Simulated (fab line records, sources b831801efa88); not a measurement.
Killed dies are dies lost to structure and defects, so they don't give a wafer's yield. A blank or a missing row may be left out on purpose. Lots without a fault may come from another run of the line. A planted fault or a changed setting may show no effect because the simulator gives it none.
fab line records | flow gf180mcu
record lots=5 wafers=15 last_day=34
route steps=602 shown V2@385 M3@409
lots that met no fault: from a run of the same line without faults
start_h: hours from the record's first day to the start of the lot's first wafer shown | wait_h: hours since the lot's step before | " the same as in the row above | L1.1+2: a row that stands for several wafers | - no value, or no start given | * or withheld: withheld | < > ~ a bound
route shown NAME@n: a module of which the file shows steps, and the number in the route of the first | usual: mean/standard deviation of fault-free wafers | same: alike in all rows | chamber/n: place in a boat | sites: the reading at each site | _std_site: their standard deviation | _edge_site: outer sites' mean less inner sites' | radius_mm: how far each site lies from the wafer's centre | mask NAME#n: copy n | behind: the tool/chamber that last shaped the wafer | hold: why the lot was held/for how many hours/how that ended | device: the transistor (n, p or np) that didn't switch | end of line: the same wafers' tests at the end of the route | a step without rows: its recipe alone | killed: dies lost to structure and defects at the first sort, not the wafer's yield | map: a wafer's dies, x killed, . not, _ none there
set.NAME: the setting as run; set.NAME@STEP: as run at that earlier step | model.NAME: the simulator's own value behind a step, which no gauge read
lots at some steps of the route; a table a step, a row a wafer
services: from which hour (start_h, from the record's first day; less than 0 if before it) a tool's chamber was out of use, for how many hours, and why
## steps
# step GF_V2_THK_MEAS_03
# recipe reads=SiO2_of_V2_CVD_02
# usual V2_CVD_02_THK=850/12
# columns lot.wafer tool chamber start_h wait_h V2_CVD_02_THK[nm]
L082.1 film_metro-04 - 504.97 0.0 847
L082.2 " - " " 846
L082.6 " - " " 857
L086.2 film_metro-04 - 539.43 0.0 844
L086.3 " - " " 837
L086.5 " - " " 845
L087.2 film_metro-03 - 547.03 0.0 824
L087.3 " - " " 836
L087.5 " - " " 836
L088.1 film_metro-03 - 557.87 0.0 836
L088.4 " - " " 859
L088.6 " - " " 859
L096.3 film_metro-04 - 617.60 0.1 845
L096.4 " - " " 864
L096.6 " - " " 856
# step GF_V2_CMP_04
# recipe material=SiO2 down_force_psi=4 platen_rpm=60 pad_velocity_m_s=0.94248
# usual head_pressure_psi=4.000/0.0087 motor_current_A=12.9/1.7 slurry_filter_dp_kPa=13.50/0.13 time_to_endpoint_s=82/7.3
# columns lot.wafer tool chamber start_h wait_h head_pressure_psi motor_current_A slurry_filter_dp_kPa time_to_endpoint_s
L082.1 cmp-01 0 505.13 0.1 3.988 13.1 13.52 82
L082.2 " 1 " " 3.980 15.4 13.48 90
L082.6 " 3 " " 3.996 13.2 13.38 89
L086.2 cmp-02 0 539.53 0.1 4.014 9.4 13.48 79
L086.3 " 1 " " 4.015 13.8 13.71 73
L086.5 " 3 " " 3.997 10.9 13.37 72
L087.2 cmp-02 3 547.20 0.2 4.003 10.7 13.46 65
L087.3 " 0 " " 3.987 9.5 13.71 74
L087.5 " 1 " " 3.984 14.1 13.54 73
L088.4 cmp-02 1 557.93 0.0 3.997 13.2 13.65 83
L088.1 " 2 " " 4.004 13.5 13.48 77
L088.6 " 1 " " 4.010 13.9 13.49 79
L096.3 cmp-01 1 617.74 0.1 4.010 14.4 13.37 87
L096.4 " 2 " " 4.013 13.5 13.47 87
L096.6 " 0 " " 3.993 13.2 13.51 85
# step GF_V2_BOW_MEAS_05
# recipe mode=bow
# usual V2_BOW=99/7.7
# columns lot.wafer tool chamber start_h wait_h V2_BOW[um]
L082.1 film_metro-01 - 505.33 0.1 101
L082.2 " - " " 94
L082.6 " - " " 88
L086.2 film_metro-04 - 539.80 0.2 106
L086.3 " - " " 106
L086.5 " - " " 107
L087.2 film_metro-01 - 547.42 0.2 96
L087.3 " - " " 87
L087.5 " - " " 101
L088.1 film_metro-01 - 558.23 0.2 92
L088.4 " - " " 85
L088.6 " - " " 93
L096.3 film_metro-03 - 617.98 0.2 80
L096.4 " - " " 79
L096.6 " - " " 80
# step GF_V2_DEHYDRATE_06
# recipe temp_c=200 time_s=60
# columns lot.wafer tool chamber start_h wait_h
L082.1+2+6 litho_track-02 0 516.45 11.1
L086.2+3+5 litho_track-01 0 550.01 10.2
L087.2+3+5 litho_track-02 0 557.82 10.4
L088.1+4+6 litho_track-02 0 568.35 10.1
L096.3+4+6 litho_track-01 0 627.88 9.9
# step GF_V2_HMDS_07
# recipe prime_time_s=60 prime_temp_c=120
# columns lot.wafer tool chamber start_h wait_h
L082.1+2+6 litho_track-02 0 516.60 0.1
L086.2+3+5 litho_track-01 0 550.16 0.1
L087.2+3+5 litho_track-02 0 557.97 0.1
L088.1+4+6 litho_track-02 0 568.50 0.1
L096.3+4+6 litho_track-01 0 628.03 0.1
# step GF_V2_COAT_08
# recipe resist=BARC temp_c=withheld time_s=withheld spin_rpm=withheld resist_thk_nm=withheld
# columns lot.wafer tool chamber start_h wait_h
L082.1+2+6 litho_track-02 0 516.75 0.1
L086.2+3+5 litho_track-01 0 550.31 0.1
L087.2+3+5 litho_track-02 0 558.12 0.1
L088.1+4+6 litho_track-02 0 568.65 0.1
L096.3+4+6 litho_track-01 0 628.18 0.1
# step GF_V2_COAT_09
# recipe resist=KrF spin_rpm=withheld resist_thk_nm=1000
# columns lot.wafer tool chamber start_h wait_h
L082.1+2+6 litho_track-02 0 - -
L086.2+3+5 litho_track-01 0 - -
L087.2+3+5 litho_track-02 0 - -
L088.1+4+6 litho_track-02 0 - -
L096.3+4+6 litho_track-01 0 - -
# step GF_V2_SOFTBAKE_10
# recipe temp_c=130 time_s=60 resist=KrF
# columns lot.wafer tool chamber start_h wait_h
L082.1+2+6 litho_track-02 0 - -
L086.2+3+5 litho_track-01 0 - -
L087.2+3+5 litho_track-02 0 - -
L088.1+4+6 litho_track-02 0 - -
L096.3+4+6 litho_track-01 0 - -
# step GF_V2_EXPOSE_11
# recipe mask_id=Via2 target_cd_nm=260 na=0.68 source_shape=conventional sigma_outer=0.6 dose_mj=38
# same sigma_outer=0.6
# columns lot.wafer tool chamber start_h wait_h mask
L082.1+2+6 krf_scanner-02 0 - - Via2#0
L086.2+3+5 krf_scanner-01 0 - - Via2#0
L087.2+3+5 krf_scanner-02 0 - - Via2#0
L088.1+4+6 krf_scanner-02 0 - - Via2#0
L096.3+4+6 krf_scanner-02 0 - - Via2#0
# step GF_V2_PEB_12
# recipe peb_temp_c=135 peb_time_s=90 resist=KrF
# columns lot.wafer tool chamber start_h wait_h
L082.1+2+6 litho_track-02 0 - -
L086.2+3+5 litho_track-03 0 - -
L087.2+3+5 litho_track-01 0 - -
L088.1+4+6 litho_track-02 0 - -
L096.3+4+6 litho_track-02 0 - -
# step GF_V2_DEVELOP_13
# recipe develop_time_s=60 resist=KrF dev_temp_c=21
# usual developer_temp_C=20.99/0.11
# columns lot.wafer tool chamber start_h wait_h developer_temp_C
L082.1 litho_track-02 0 528.30 0.2 20.91
L082.2 " 0 " " 21.07
L082.6 " 0 " " 20.98
L086.2 litho_track-03 0 561.28 0.2 21.02
L086.3 " 0 " " 21.10
L086.5 " 0 " " 20.99
L087.2 litho_track-01 0 568.76 0.2 21.01
L087.3 " 0 " " 21.00
L087.5 " 0 " " 21.05
L088.1 litho_track-02 0 579.25 0.2 20.73
L088.4 " 0 " " 20.88
L088.6 " 0 " " 20.74
L096.3 litho_track-02 0 638.45 0.1 21.10
L096.4 " 0 " " 21.12
L096.6 " 0 " " 21.06
# step GF_V2_CD_MEAS_14
# recipe target_cd_nm=260
# usual cd_nm=260.1/1.1
# columns lot.wafer tool chamber start_h wait_h cd_nm
L082.1 cd_sem-01 - 528.45 0.1 258.2
L082.2 " - " " 259.3
L082.6 " - " " 258.7
L086.2 cd_sem-02 - 561.42 0.1 260.7
L086.3 " - " " 259.5
L086.5 " - " " 259.0
L087.2 cd_sem-01 - 568.90 0.1 258.8
L087.3 " - " " 259.8
L087.5 " - " " 259.8
L088.1 cd_sem-01 - 579.40 0.1 261.7
L088.4 " - " " 261.2
L088.6 " - " " 260.5
L096.3 cd_sem-02 - 638.59 0.1 261.7
L096.4 " - " " 260.8
L096.6 " - " " 261.1
# step GF_V2_OVL_MEAS_15
# usual V2_OVL=-4/5.8
# columns lot.wafer tool chamber start_h wait_h V2_OVL[nm]
L082.1 overlay-01 - 528.57 0.1 -2
L082.2 " - " " -3
L082.6 " - " " -3
L086.2 overlay-01 - 561.53 0.1 -10
L086.3 " - " " -9
L086.5 " - " " -3
L087.2 overlay-01 - 569.01 0.1 7
L087.3 " - " " 3
L087.5 " - " " 4
L088.1 overlay-02 - 579.52 0.1 4
L088.4 " - " " -3
L088.6 " - " " -4
L096.3 overlay-01 - 638.68 0.1 -2
L096.4 " - " " -12
L096.6 " - " " -9
# step GF_V2_ETCH_16
# recipe chemistry=N2/H2 target_depth_a=withheld overetch_a=withheld time_s=withheld target=BARC ion_energy_ev=200 source_w=500 bias_w=100 pressure_mtorr=30 n2_flow_sccm=100 h2_flow_sccm=200
# usual bias_w=99.98/0.3 drypump_motor_current_A=5.5/0.63 oes_product_au=0.855/0.0045 throttle_valve_pct=13.224/0.0097
# columns lot.wafer tool chamber start_h wait_h bias_w drypump_motor_current_A oes_product_au throttle_valve_pct
L082.1 rie_diel-04 1 528.60 0.0 100.46 6.2 0.852 13.210
L082.2 " 3 " " 100.06 4.9 0.861 13.226
L082.6 " 0 " " 99.83 5.2 0.849 13.214
L086.2 rie_diel-01 3 561.56 0.0 99.27 6.2 0.857 13.215
L086.3 " 0 " " 100.09 5.5 0.851 13.228
L086.5 " 0 " " 99.97 5.6 0.852 13.209
L087.2 rie_diel-02 2 569.04 0.0 99.91 5.5 0.856 13.248
L087.3 " 1 " " 99.73 6.7 0.853 13.211
L087.5 " 2 " " 99.64 5.5 0.853 13.216
L088.1 rie_diel-04 3 579.55 0.0 99.91 4.9 0.854 13.215
L088.4 " 1 " " 100.57 6.2 0.851 13.223
L088.6 " 3 " " 99.95 4.9 0.856 13.216
L096.3 rie_diel-04 3 638.70 0.0 100.03 4.8 0.861 13.230
L096.4 " 2 " " 100.15 5.4 0.851 13.232
L096.6 " 0 " " 100.26 5.2 0.853 13.220
# step GF_V2_ETCH_17
# recipe chemistry=C4F8/O2/Ar mask_material=KrF target=SiO2 stop_on=TiN source_w=1500 bias_w=1200 pressure_mtorr=40 c4f8_flow_sccm=withheld O2_flow_sccm=6 Ar_flow_sccm=300 time_s=withheld target_depth_a=6300
# usual bias_w=1200/3.5 oes_product_au=0.855/0.0045
# columns lot.wafer tool chamber start_h wait_h bias_w oes_product_au
L082.1 rie_diel-04 1 - - 1201 0.854
L082.2 " 3 " " 1201 0.865
L082.6 " 0 " " 1196 0.865
L086.2 rie_diel-01 3 - - 1200 0.850
L086.3 " 0 " " 1197 0.850
L086.5 " 0 " " 1205 0.859
L087.2 rie_diel-02 2 - - 1194 0.859
L087.3 " 1 " " 1201 0.851
L087.5 " 2 " " 1201 0.844
L088.1 rie_diel-04 3 - - 1198 0.857
L088.4 " 1 " " 1199 0.854
L088.6 " 3 " " 1201 0.856
L096.3 rie_diel-04 3 - - 1197 0.858
L096.4 " 2 " " 1200 0.864
L096.6 " 0 " " 1196 0.853
# step GF_V2_STRIP_18
# recipe chemistry=O2/N2 power_w=1400 pressure_mtorr=1500 platen_temp_c=250 o2_flow_sccm=3000 n2_flow_sccm=300 overash_fraction=0.5
# usual drypump_motor_current_A=5.54/0.27 heater_power_w=335/30 oes_product_au=0.594/0.0056
# columns lot.wafer tool chamber start_h wait_h drypump_motor_current_A heater_power_w oes_product_au rf_hours_counter_h
L082.1 plasma_asher-02 1 528.73 - 5.40 293 0.596 44
L082.2 " 0 " " 5.41 347 0.594 44
L082.6 " 0 " " 5.43 357 0.589 -
L086.2 plasma_asher-02 0 561.69 - 5.43 358 0.591 48
L086.3 " 0 " " 5.45 353 0.598 -
L086.5 " 1 " " 5.41 286 0.597 -
L087.2 plasma_asher-02 1 569.17 - 5.41 286 0.592 49
L087.3 " 1 " " 5.42 292 0.589 -
L087.5 " 0 " " 5.44 354 0.595 -
L088.1 plasma_asher-03 1 579.68 - 6.45 330 0.589 14
L088.4 " 1 " " 6.45 328 0.598 -
L088.6 " 0 " " 5.23 344 0.589 -
L096.3 plasma_asher-03 1 638.86 - 6.45 329 0.586 -
L096.4 " 0 " " 5.23 349 0.595 -
L096.6 " 1 " " 6.43 327 0.600 -
# step GF_V2_STRIP_19
# recipe chemistry=post_etch_residue_remover time_s=1200 temp_c=72.5
# usual temp_c=72.49/0.13
# columns lot.wafer tool chamber start_h wait_h temp_c
L082.1 wet_bench-04 2 528.83 0.1 72.59
L082.2 " 2 " " 72.46
L082.6 " 2 " " 72.60
L086.2 wet_bench-04 1 561.79 0.1 72.57
L086.3 " 1 " " 72.60
L086.5 " 1 " " 72.80
L087.2 wet_bench-03 1 569.27 0.1 72.51
L087.3 " 1 " " 72.60
L087.5 " 1 " " 72.59
L088.1 wet_bench-04 0 579.78 0.1 72.41
L088.4 " 0 " " 72.57
L088.6 " 0 " " 72.47
L096.3 wet_bench-02 0 638.93 0.0 72.35
L096.4 " 0 " " 72.41
L096.6 " 0 " " 72.51
# step GF_V2_CLEAN_20
# recipe chemistry=DIW dry=n2_spin
# columns lot.wafer tool chamber start_h wait_h
L082.1+2+6 wet_bench-03 3 529.17 0.0
L086.2+3+5 wet_bench-03 2 562.13 0.0
L087.2+3+5 wet_bench-02 3 569.64 0.0
L088.1+4+6 wet_bench-03 2 580.15 0.0
L096.3+4+6 wet_bench-03 1 639.27 0.0
# step GF_V2_SPUTTER_21
# recipe material=Ti target_thk_nm=15 chamber_pressure_pa=5 power_w=2500 substrate_temp_c=200 time_s=80.02
# usual throttle_valve_pct=29.7/1.4
# columns lot.wafer tool chamber start_h wait_h throttle_valve_pct
L082.1 pvd_sputter-04 - 529.26 0.0 29.7
L082.2 " - " " 31.1
L082.6 " - " " 31.3
L086.2 pvd_sputter-04 - 562.23 0.0 29.7
L086.3 " - " " 31.2
L086.5 " - " " 31.4
L087.2 pvd_sputter-04 - 569.73 0.0 30.5
L087.3 " - " " 29.9
L087.5 " - " " 30.9
L088.1 pvd_sputter-03 - 580.34 0.0 29.4
L088.4 " - " " 27.8
L088.6 " - " " 29.3
L096.3 pvd_sputter-02 - 639.37 0.0 28.3
L096.4 " - " " 31.9
L096.6 " - " " 28.5
# step GF_V2_SPUTTER_22
# recipe material=TiN target_thk_nm=10 chamber_pressure_pa=5 power_w=4000 time_s=40
# usual throttle_valve_pct=29.7/1.4
# columns lot.wafer tool chamber start_h wait_h throttle_valve_pct
L082.1 pvd_sputter-04 - 529.33 0.0 29.8
L082.2 " - " " 31.2
L082.6 " - " " 30.8
L086.2 pvd_sputter-04 - 562.29 0.0 30.0
L086.3 " - " " 31.3
L086.5 " - " " 31.2
L087.2 pvd_sputter-04 - 569.79 0.0 30.5
L087.3 " - " " 30.0
L087.5 " - " " 31.1
L088.1 pvd_sputter-03 - 580.40 0.0 29.3
L088.4 " - " " 27.7
L088.6 " - " " 29.4
L096.3 pvd_sputter-02 - 639.43 0.0 28.2
L096.4 " - " " 31.9
L096.6 " - " " 28.8
# step GF_V2_CVD_23
# recipe material=W target_thk_nm=350 time_s=104.94 temp_c=400 pressure_torr=40
# usual chamber_pressure_Torr=40.01/0.099 heater_power_w=821/130
# columns lot.wafer tool chamber start_h wait_h chamber_pressure_Torr heater_power_w since_wet_clean_h
L082.1 cvd_w-01 1 529.36 0.0 39.93 866 125
L082.2 " 0 " " 40.07 830 125
L082.6 " 0 " " 39.96 851 -
L086.2 cvd_w-01 0 562.33 0.0 40.07 828 158
L086.3 " 1 " " 40.05 854 -
L086.5 " 0 " " 40.14 838 -
L087.2 cvd_w-02 0 569.83 0.0 40.23 654 666
L087.3 " 1 " " 40.06 944 -
L087.5 " 0 " " 40.06 644 -
L088.1 cvd_w-02 1 580.44 0.0 40.01 968 676
L088.4 " 1 " " 39.96 959 -
L088.6 " 1 " " 39.89 944 -
L096.3 cvd_w-02 1 639.51 0.1 39.99 957 -
L096.4 " 0 " " 40.03 657 -
L096.6 " 0 " " 40.00 648 -
# step GF_V2_RS_MEAS_24
# recipe thk_meas_gauge=four-point-probe reads=W_of_V2_CVD_23+TiN_of_V2_SPUTTER_22+Ti_of_V2_SPUTTER_21
# usual V2_W_RS=0.327/0.0044
# columns lot.wafer tool chamber start_h wait_h V2_W_RS[ohm/sq]
L082.1 film_metro-01 - 529.48 0.1 0.324
L082.2 " - " " 0.332
L082.6 " - " " 0.328
L086.2 film_metro-04 - 562.46 0.1 0.333
L086.3 " - " " 0.330
L086.5 " - " " 0.330
L087.2 film_metro-03 - 569.97 0.1 0.330
L087.3 " - " " 0.323
L087.5 " - " " 0.330
L088.1 film_metro-03 - 580.55 0.1 0.323
L088.4 " - " " 0.327
L088.6 " - " " 0.323
L096.3 film_metro-04 - 639.62 0.1 0.328
L096.4 " - " " 0.333
L096.6 " - " " 0.328
# step GF_V2_THK_MEAS_25
# recipe thk_meas_gauge=xrf reads=W_of_V2_CVD_23
# usual V2_W_THK=347/4.9
# columns lot.wafer tool chamber start_h wait_h V2_W_THK[nm]
L082.1 film_metro-01 - 529.60 0.1 349
L082.2 " - " " 341
L082.6 " - " " 343
L086.2 film_metro-04 - 562.57 0.1 343
L086.3 " - " " 345
L086.5 " - " " 347
L087.2 film_metro-03 - 570.08 0.1 342
L087.3 " - " " 349
L087.5 " - " " 342
L088.1 film_metro-03 - 580.67 0.1 348
L088.4 " - " " 345
L088.6 " - " " 347
L096.3 film_metro-04 - 639.72 0.1 346
L096.4 " - " " 341
L096.6 " - " " 346
# step GF_V2_CMP_26
# recipe stop_on=SiO2 down_force_psi=3.5 platen_rpm=60 t_overpolish_s=15 target_thk_nm=0 pad_velocity_m_s=0.94248
# usual head_pressure_psi=3.500/0.0079 motor_current_A=11.5/1.7 overpolish_run_s=15.000/0.0097 slurry_filter_dp_kPa=13.49/0.15 time_to_endpoint_s=86/5.1
# columns lot.wafer tool chamber start_h wait_h head_pressure_psi motor_current_A overpolish_run_s slurry_filter_dp_kPa time_to_endpoint_s
L082.1 cmp-01 0 529.71 0.1 3.505 12.2 14.991 13.15 92
L082.2 " 1 " " 3.508 13.4 14.998 13.38 94
L082.6 " 0 " " 3.496 12.7 14.989 13.44 89
L086.3 cmp-02 3 562.67 0.1 3.498 9.0 14.999 13.53 76
L086.2 " 1 " " 3.502 12.7 14.995 13.31 79
L086.5 " 2 " " 3.499 11.4 15.010 13.49 87
L087.3 cmp-02 3 570.18 0.1 3.504 9.6 14.997 13.55 79
L087.2 " 1 " " 3.500 12.4 14.985 13.42 85
L087.5 " 2 " " 3.489 12.4 14.991 13.35 89
L088.4 cmp-02 0 580.83 0.1 3.501 8.6 15.010 13.62 88
L088.1 " 1 " " 3.505 12.7 15.000 13.45 87
L088.6 " 2 " " 3.499 11.5 15.004 13.58 91
L096.3 cmp-01 0 639.76 0.0 3.512 12.7 14.998 13.58 85
L096.4 " 3 " " 3.493 12.5 14.981 13.47 85
L096.6 " 1 " " 3.489 14.0 15.010 13.34 93
# step GF_M3_SPUTTER_00
# recipe material=Ti target_thk_nm=37.5 arriving_ion_energy_ev=80 substrate_temp_c=200 chamber_pressure_pa=2 power_w=4000 time_s=150
# usual throttle_valve_pct=29.4/1.2
# columns lot.wafer tool chamber start_h wait_h throttle_valve_pct
L082.1 pvd_sputter-02 - 529.96 0.2 32.0
L082.2 " - " " 28.7
L082.6 " - " " 31.9
L086.2 pvd_sputter-01 - 562.92 0.1 30.0
L086.3 " - " " 28.5
L086.5 " - " " 28.6
L087.2 pvd_sputter-02 - 570.43 0.1 32.2
L087.3 " - " " 28.6
L087.5 " - " " 28.4
L088.1 pvd_sputter-02 - 581.03 0.1 28.6
L088.4 " - " " 31.9
L088.6 " - " " 28.3
L096.3 pvd_sputter-04 - 640.06 0.2 30.5
L096.4 " - " " 29.9
L096.6 " - " " 29.9
# step GF_M3_SPUTTER_01
# recipe material=TiN target_thk_nm=30 power_w=6500 time_s=25 chamber_pressure_pa=0.4
# usual throttle_valve_pct=29.5/1.2
# columns lot.wafer tool chamber start_h wait_h throttle_valve_pct
L082.1 pvd_sputter-02 - 530.06 0.1 31.7
L082.2 " - " " 28.8
L082.6 " - " " 31.9
L086.2 pvd_sputter-01 - 563.02 0.1 30.0
L086.3 " - " " 28.6
L086.5 " - " " 28.7
L087.2 pvd_sputter-02 - 570.53 0.1 31.8
L087.3 " - " " 28.4
L087.5 " - " " 28.7
L088.1 pvd_sputter-02 - 581.13 0.1 28.8
L088.4 " - " " 32.3
L088.6 " - " " 28.2
L096.3 pvd_sputter-04 - 640.16 0.1 30.8
L096.4 " - " " 29.9
L096.6 " - " " 29.8
# step GF_M3_SPUTTER_02
# recipe material=AlCu target_thk_nm=450 power_w=10600 time_s=23.9 chamber_pressure_pa=0.4
# usual throttle_valve_pct=29.5/1.2
# columns lot.wafer tool chamber start_h wait_h throttle_valve_pct
L082.1 pvd_sputter-02 - 530.09 0.0 32.0
L082.2 " - " " 28.6
L082.6 " - " " 31.9
L086.2 pvd_sputter-01 - 563.05 0.0 30.3
L086.3 " - " " 28.8
L086.5 " - " " 29.0
L087.2 pvd_sputter-02 - 570.56 0.0 31.9
L087.3 " - " " 28.9
L087.5 " - " " 28.6
L088.1 pvd_sputter-02 - 581.16 0.0 28.5
L088.4 " - " " 32.2
L088.6 " - " " 28.1
L096.3 pvd_sputter-04 - 640.19 0.0 30.7
L096.4 " - " " 30.0
L096.6 " - " " 29.8
# step GF_M3_SPUTTER_03
# recipe material=Ti target_thk_nm=10 substrate_temp_c=300 chamber_pressure_pa=0.3 power_w=3000 time_s=6.7
# usual throttle_valve_pct=29.5/1.3
# columns lot.wafer tool chamber start_h wait_h throttle_valve_pct
L082.1 pvd_sputter-02 - 530.12 0.0 32.0
L082.2 " - " " 28.4
L082.6 " - " " 32.0
L086.2 pvd_sputter-01 - 563.08 0.0 30.0
L086.3 " - " " 28.8
L086.5 " - " " 28.7
L087.2 pvd_sputter-02 - 570.59 0.0 31.9
L087.3 " - " " 28.6
L087.5 " - " " 28.4
L088.1 pvd_sputter-02 - 581.19 0.0 28.4
L088.4 " - " " 32.0
L088.6 " - " " 28.4
L096.3 pvd_sputter-04 - 640.22 0.0 30.7
L096.4 " - " " 29.9
L096.6 " - " " 29.7
# step GF_M3_SPUTTER_04
# recipe material=TiN target_thk_nm=50 power_w=6500 time_s=41.7 chamber_pressure_pa=0.4
# usual throttle_valve_pct=29.4/1.2
# columns lot.wafer tool chamber start_h wait_h throttle_valve_pct
L082.1 pvd_sputter-02 - 530.14 0.0 31.9
L082.2 " - " " 28.7
L082.6 " - " " 32.0
L086.2 pvd_sputter-01 - 563.10 0.0 30.2
L086.3 " - " " 28.6
L086.5 " - " " 28.7
L087.2 pvd_sputter-02 - 570.61 0.0 32.2
L087.3 " - " " 28.6
L087.5 " - " " 28.5
L088.1 pvd_sputter-02 - 581.21 0.0 28.7
L088.4 " - " " 31.9
L088.6 " - " " 28.3
L096.3 pvd_sputter-04 - 640.25 0.0 31.1
L096.4 " - " " 29.7
L096.6 " - " " 29.9
# step GF_M3_RS_MEAS_05
# recipe thk_meas_gauge=four-point-probe reads=TiN_of_M3_SPUTTER_04+Ti_of_M3_SPUTTER_03+AlCu_of_M3_SPUTTER_02+TiN_of_M3_SPUTTER_01+Ti_of_M3_SPUTTER_00
# usual M3_ALCU_RS=0.0694/0.00074
# columns lot.wafer tool chamber start_h wait_h M3_ALCU_RS[ohm/sq]
L082.1 film_metro-02 - 530.18 0.0 0.0681
L082.2 " - " " 0.0703
L082.6 " - " " 0.0682
L086.2 film_metro-03 - 563.16 0.0 0.0699
L086.3 " - " " 0.0697
L086.5 " - " " 0.0697
L087.2 film_metro-03 - 570.67 0.0 0.0673
L087.3 " - " " 0.0673
L087.5 " - " " 0.0688
L088.1 film_metro-02 - 581.25 0.0 0.0694
L088.4 " - " " 0.0686
L088.6 " - " " 0.0699
L096.3 film_metro-02 - 640.33 0.1 0.0673
L096.4 " - " " 0.0685
L096.6 " - " " 0.0681
# step GF_M3_THK_MEAS_06
# recipe thk_meas_gauge=xrf reads=AlCu_of_M3_SPUTTER_02
# usual M3_ALCU_THK=455/5.4
# columns lot.wafer tool chamber start_h wait_h M3_ALCU_THK[nm]
L082.1 film_metro-02 - 530.30 0.1 462
L082.2 " - " " 446
L082.6 " - " " 459
L086.2 film_metro-03 - 563.27 0.1 452
L086.3 " - " " 457
L086.5 " - " " 454
L087.2 film_metro-03 - 570.78 0.1 468
L087.3 " - " " 470
L087.5 " - " " 458
L088.1 film_metro-02 - 581.37 0.1 450
L088.4 " - " " 456
L088.6 " - " " 447
L096.3 film_metro-02 - 640.43 0.1 470
L096.4 " - " " 463
L096.6 " - " " 465
# step GF_M3_DEHYDRATE_07
# recipe temp_c=200 time_s=60
# columns lot.wafer tool chamber start_h wait_h
L082.1+2+6 litho_track-02 0 541.65 11.3
L086.2+3+5 litho_track-02 0 573.77 10.5
L087.2+3+5 litho_track-04 0 581.35 10.6
L088.1+4+6 litho_track-04 0 591.42 10.0
L096.3+4+6 litho_track-04 0 650.17 9.7
# step GF_M3_HMDS_08
# recipe prime_time_s=60 prime_temp_c=120
# columns lot.wafer tool chamber start_h wait_h
L082.1+2+6 litho_track-02 0 541.80 0.1
L086.2+3+5 litho_track-02 0 573.92 0.1
L087.2+3+5 litho_track-04 0 581.50 0.1
L088.1+4+6 litho_track-04 0 591.57 0.1
L096.3+4+6 litho_track-04 0 650.32 0.1
# step GF_M3_COAT_09
# recipe resist=KrF spin_rpm=withheld resist_thk_nm=1000
# columns lot.wafer tool chamber start_h wait_h
L082.1+2+6 litho_track-02 0 541.95 0.1
L086.2+3+5 litho_track-02 0 574.07 0.1
L087.2+3+5 litho_track-04 0 581.65 0.1
L088.1+4+6 litho_track-04 0 591.72 0.1
L096.3+4+6 litho_track-04 0 650.47 0.1
# step GF_M3_SOFTBAKE_10
# recipe temp_c=130 time_s=60 resist=KrF
# columns lot.wafer tool chamber start_h wait_h
L082.1+2+6 litho_track-02 0 542.10 0.1
L086.2+3+5 litho_track-02 0 574.22 0.1
L087.2+3+5 litho_track-04 0 581.80 0.1
L088.1+4+6 litho_track-04 0 591.87 0.1
L096.3+4+6 litho_track-04 0 650.62 0.1
# step GF_M3_EXPOSE_11
# recipe mask_id=Metal3 target_cd_nm=280 na=0.68 source_shape=conventional sigma_outer=0.6 dose_mj=28
# same sigma_outer=0.6
# columns lot.wafer tool chamber start_h wait_h mask
L082.1+2+6 krf_scanner-02 0 - - Metal3#0
L086.2+3+5 krf_scanner-01 0 - - Metal3#0
L087.2+3+5 krf_scanner-01 0 - - Metal3#0
L088.1+4+6 krf_scanner-01 0 - - Metal3#0
L096.3+4+6 krf_scanner-01 0 - - Metal3#0
# step GF_M3_PEB_12
# recipe peb_temp_c=135 peb_time_s=90 resist=KrF
# columns lot.wafer tool chamber start_h wait_h
L082.1+2+6 litho_track-02 0 - -
L086.2+3+5 litho_track-02 0 - -
L087.2+3+5 litho_track-02 0 - -
L088.1+4+6 litho_track-04 0 - -
L096.3+4+6 litho_track-01 0 - -
# step GF_M3_DEVELOP_13
# recipe develop_time_s=60 dev_temp_c=21
# usual developer_temp_C=20.98/0.11
# columns lot.wafer tool chamber start_h wait_h developer_temp_C
L082.1 litho_track-02 0 552.85 0.2 21.02
L082.2 " 0 " " 21.11
L082.6 " 0 " " 21.03
L086.2 litho_track-02 0 585.12 0.2 20.97
L086.3 " 0 " " 21.10
L086.5 " 0 " " 21.21
L087.2 litho_track-02 0 592.52 0.2 20.90
L087.3 " 0 " " 20.79
L087.5 " 0 " " 20.77
L088.1 litho_track-04 0 602.47 0.2 20.98
L088.4 " 0 " " 20.93
L088.6 " 0 " " 20.93
L096.3 litho_track-01 0 660.48 0.1 20.86
L096.4 " 0 " " 20.84
L096.6 " 0 " " 20.86
# step GF_M3_CD_MEAS_14
# recipe target_cd_nm=280
# usual cd_nm=279.8/1.3
# columns lot.wafer tool chamber start_h wait_h cd_nm
L082.1 cd_sem-02 - 553.00 0.1 278.4
L082.2 " - " " 280.4
L082.6 " - " " 280.6
L086.2 cd_sem-02 - 585.31 0.2 277.4
L086.3 " - " " 278.2
L086.5 " - " " 278.9
L087.2 cd_sem-02 - 592.67 0.1 281.4
L087.3 " - " " 281.7
L087.5 " - " " 281.2
L088.1 cd_sem-02 - 602.62 0.1 278.8
L088.4 " - " " 278.8
L088.6 " - " " 279.4
L096.3 cd_sem-02 - 660.62 0.1 279.6
L096.4 " - " " 279.0
L096.6 " - " " 279.8
# step GF_M3_OVL_MEAS_15
# usual M3_OVL=-4/4.6
# columns lot.wafer tool chamber start_h wait_h M3_OVL[nm]
L082.1 overlay-02 - 553.12 0.1 -10
L082.2 " - " " -7
L082.6 " - " " -7
L086.2 overlay-01 - 585.42 0.1 -7
L086.3 " - " " -3
L086.5 " - " " -1
L087.2 overlay-02 - 592.77 0.1 -1
L087.3 " - " " -4
L087.5 " - " " -6
L088.1 overlay-02 - 602.74 0.1 8
L088.4 " - " " 9
L088.6 " - " " 4
L096.3 overlay-01 - 660.72 0.1 0
L096.4 " - " " 0
L096.6 " - " " -5
## services
# columns tool chamber start_h hours kind
cmp-01 - 493.35 2.4 repair
krf_scanner-01 - 494.74 3.6 pm
krf_scanner-01 - 507.66 1.3 pm
pvd_sputter-02 - 508.12 3.2 repair
krf_scanner-01 - 516.27 1.0 pm
cmp-02 - 527.30 1.0 repair
krf_scanner-02 - 536.31 1.3 pm
cmp-01 - 546.80 15.1 pm
rie_diel-04 - 547.13 2.8 pm
krf_scanner-01 - 553.90 0.8 pm
pvd_sputter-04 - 557.64 3.3 repair
krf_scanner-01 - 566.12 4.0 pm
wet_bench-03 - 570.57 1.9 pm
cmp-01 - 572.26 4.0 pm
rie_diel-04 0 573.58 9.0 repair
pvd_sputter-01 - 583.29 1.2 repair
cmp-01 - 589.51 4.4 pm
pvd_sputter-04 - 593.87 2.7 repair
cmp-02 - 597.20 5.4 pm
rie_diel-04 2 599.00 5.8 repair
krf_scanner-02 - 599.90 1.0 pm
krf_scanner-01 - 605.05 0.7 repair
krf_scanner-02 - 614.76 0.8 pm
rie_diel-04 - 641.86 5.7 repair
## key
fault none
